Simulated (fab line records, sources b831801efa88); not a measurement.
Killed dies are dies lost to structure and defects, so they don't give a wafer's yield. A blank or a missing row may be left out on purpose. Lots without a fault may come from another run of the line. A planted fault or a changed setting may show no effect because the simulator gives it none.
A struck lot beside a sound one | flow sky130 | 17 steps out of a route of 708
Sound: wafers L162.1, L162.2, L162.4. Struck: wafers L172.3, L172.4. (L172.1 of the same lot was not struck and is left out.) The cause comes at the end.
At each step with rows: each side's tool, then ch and its chambers, then its first start. Under that, the readings that differ: sound wafers | struck wafers | difference of the means | sigmas: that difference in standard deviations of wafers without a fault.
alike: readings whose means differ by less than 2 such deviations, and words and numbers that are the same on both sides. not compared: withheld readings, readings that some wafer has no value for, bounds like >300 that may hide the same value, and numbers for which the record gives no deviation and whose values overlap.
The two part at a step that has a row with sigmas, a row that says differs or no value, or rows on one side only. Numbers that don't overlap but have no deviation are shown without sigmas and don't part them. A reading that every wafer of one side lacks parts them only if that side has two wafers or more.

first, 2 steps without rows for these wafers: SKY_LOCAL_INTERCONNECT_PEB_09; SKY_LOCAL_INTERCONNECT_DEVELOP_10 (develop time 60 s).
SKY_LOCAL_INTERCONNECT_CD_MEAS_11: target cd 170 nm.
  sound on cd_sem-01, day 33 19:08; struck on cd_sem-01, day 36 14:47
  alike: cd_nm
SKY_LOCAL_INTERCONNECT_OVL_MEAS_12:
  sound on overlay-01, day 33 19:15; struck on overlay-01, day 36 14:54
  alike: LOCAL_INTERCONNECT_OVL
SKY_LOCAL_INTERCONNECT_ETCH_13: etches BARC in N2/H2, stops on SiO2, time 45.9 s, target depth 60 nm.
  sound on rie_metal-04 ch 0,1, day 33 19:17; struck on rie_metal-01 ch 0,1, day 36 14:56
  alike: drypump_motor_current_A, oes_product_au, throttle_valve_pct
  not compared: rf_hours_counter_h
SKY_LOCAL_INTERCONNECT_METAL_ETCH_14: etches TiN in Cl2/BCl3, stops on PSG, target depth 110 nm, time 31.4 s.
  sound on rie_metal-04 ch 0,1, day 33 19:21; struck on rie_metal-01 ch 0,1, day 36 15:00
  alike: drypump_motor_current_A, oes_product_au, throttle_valve_pct
  not compared: rf_hours_counter_h
SKY_LOCAL_INTERCONNECT_STRIP_15: strips in O2/N2.
  sound on plasma_asher-04 ch 0,1, day 33 19:24; struck on plasma_asher-02 ch 0,1, day 36 15:03
  alike: drypump_motor_current_A, oes_product_au, strip_time_to_endpoint_s
  not compared: rf_hours_counter_h
then, 3 steps without rows for these wafers: SKY_LOCAL_INTERCONNECT_STRIP_16 (strips in post etch residue remover, time 1200 s); SKY_LOCAL_INTERCONNECT_CLEAN_17 (cleans in IPA, time 180 s); SKY_LOCAL_INTERCONNECT_CLEAN_18 (cleans in O3/DIW).
SKY_CONTACT_CVD_00: deposits Si3N4, target thk 75 nm.
  sound on pecvd-03 ch 0,1,2, day 33 20:01; struck on pecvd-02 ch 1,2, day 36 15:39
  alike: heater_power_w
SKY_CONTACT_THK_MEAS_01:
  sound on film_metro-01, day 33 20:02; struck on film_metro-01, day 36 15:41
  alike: CONTACT_CVD_00_THK
SKY_CONTACT_HDPCVD_02: deposits SiO2, target thk 565 nm, time 94.2 s.
  sound on hdpcvd-01 ch 0,1, day 33 20:06; struck on hdpcvd-01 ch 0, day 36 15:45
  reading                                     | sound             | struck      | difference | sigmas
  model.SiO2_of_CONTACT_HDPCVD_02.thk_nm (nm) | 569.2 560.8 564.2 | 832.1 841.3 | +272.0     |
SKY_CONTACT_THK_MEAS_03:
  sound on film_metro-02, day 33 20:10; struck on film_metro-02, day 36 15:49
  reading                 | sound       | struck  | difference | sigmas
  CONTACT_HDPCVD_THK (nm) | 569 561 564 | 833 842 | +273       | +46
SKY_CONTACT_CMP_04: polishes SiO2.
  sound on cmp-01 ch 0,1,3, day 33 20:14; struck on cmp-01 ch 1,3, day 36 16:05
  reading                | sound    | struck  | difference | sigmas
  time_to_endpoint_s (s) | 86 86 77 | 191 187 | +106       | +22
  alike: motor_current_A
SKY_CONTACT_BOW_MEAS_05:
  sound on film_metro-02, day 33 20:32; struck on film_metro-01, day 36 16:20
  alike: CONTACT_BOW
SKY_PAD_OPEN_PROBE_99:
  the record has rows for the sound wafers here (prober-01, day 48 07:33) and none for the struck ones

WHERE THEY PART
First at SKY_CONTACT_THK_MEAS_03; last, within this record, at SKY_PAD_OPEN_PROBE_99.

WHY: what the simulator had put in
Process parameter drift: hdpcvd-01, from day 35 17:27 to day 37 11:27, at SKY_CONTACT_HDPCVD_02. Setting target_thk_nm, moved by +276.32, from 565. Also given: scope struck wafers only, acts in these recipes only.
